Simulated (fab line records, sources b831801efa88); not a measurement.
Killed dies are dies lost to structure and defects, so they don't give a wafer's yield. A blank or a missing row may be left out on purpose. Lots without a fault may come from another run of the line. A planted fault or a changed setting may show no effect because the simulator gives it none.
A struck lot beside a sound one | flow gf180mcu | 15 steps out of a route of 602
Sound: wafers L494.3, L494.4, L494.6. Struck: wafer L505.2. (L505.5 of the same lot was not struck and is left out.) The cause comes at the end.
At each step with rows: each side's tool, then ch and its chambers, then its first start. Under that, the readings that differ: sound wafers | struck wafers | difference of the means | sigmas: that difference in standard deviations of wafers without a fault.
alike: readings whose means differ by less than 2 such deviations, and words and numbers that are the same on both sides. not compared: withheld readings, readings that some wafer has no value for, bounds like >300 that may hide the same value, and numbers for which the record gives no deviation and whose values overlap.
The two part at a step that has a row with sigmas, a row that says differs or no value, or rows on one side only. Numbers that don't overlap but have no deviation are shown without sigmas and don't part them. A reading that every wafer of one side lacks parts them only if that side has two wafers or more.

first, 1 step without rows for these wafers: GF_V3_CVD_00 (deposits SiO2, target thk 600 nm, time 100 s).
GF_V3_THK_MEAS_01:
  sound on film_metro-01, day 22 01:30; struck on film_metro-01, day 25 17:13
  alike: V3_CVD_00_THK
GF_V3_CVD_02: deposits SiO2 from TEOS, target thk 850 nm, time 94.851 s.
  sound on pecvd-01 ch 0,1, day 22 01:34; struck on pecvd-03 ch 1, day 25 17:16
  reading            | sound       | struck | difference | sigmas
  heater_power_w (W) | 740 658 800 | 559    | -174       | -2
GF_V3_THK_MEAS_03:
  sound on film_metro-04, day 22 01:40; struck on film_metro-02, day 25 17:20
  alike: V3_CVD_02_THK
GF_V3_CMP_04: polishes SiO2.
  sound on cmp-01 ch 0,3, day 22 01:42; struck on cmp-01 ch 1, day 25 17:29
  alike: motor_current_A, platen_rpm, retaining_ring_pressure_frac, time_to_endpoint_s
GF_V3_BOW_MEAS_05:
  sound on film_metro-04, day 22 02:02; struck on film_metro-04, day 25 17:43
  alike: V3_BOW
then, 6 steps without rows for these wafers: GF_V3_DEHYDRATE_06 (time 60 s); GF_V3_HMDS_07 (prime time 60 s); GF_V3_COAT_08; GF_V3_COAT_09 (resist thk 1000 nm); GF_V3_SOFTBAKE_10 (time 60 s); GF_V3_EXPOSE_11 (exposes mask Via3, target cd 260 nm).
GF_V3_PEB_12: peb time 90 s.
  sound on litho_track-02 ch 0, day 23 01:11; struck on litho_track-02 ch 0, day 26 14:41
  reading                  | sound             | struck | difference | sigmas
  heater_power_total_W (W) | 85.77 85.80 85.64 | 87.49  | +1.75      | +21
then, 1 step without rows for these wafers: GF_V3_DEVELOP_13 (develop time 60 s).
-- the record jumps here: 6 days lie between the struck wafers' starts before and after (it left off in module V3 and takes up again in module PASSIVATION, whose first step shown is number 602 of the route) --
GF_PASSIVATION_PROBE_99:
  the record has rows for the struck wafers here (prober-01, day 32 13:59) and none for the sound ones

WHERE THEY PART
First at GF_V3_CVD_02; last, within this record, at GF_PASSIVATION_PROBE_99.

WHY: what the simulator had put in
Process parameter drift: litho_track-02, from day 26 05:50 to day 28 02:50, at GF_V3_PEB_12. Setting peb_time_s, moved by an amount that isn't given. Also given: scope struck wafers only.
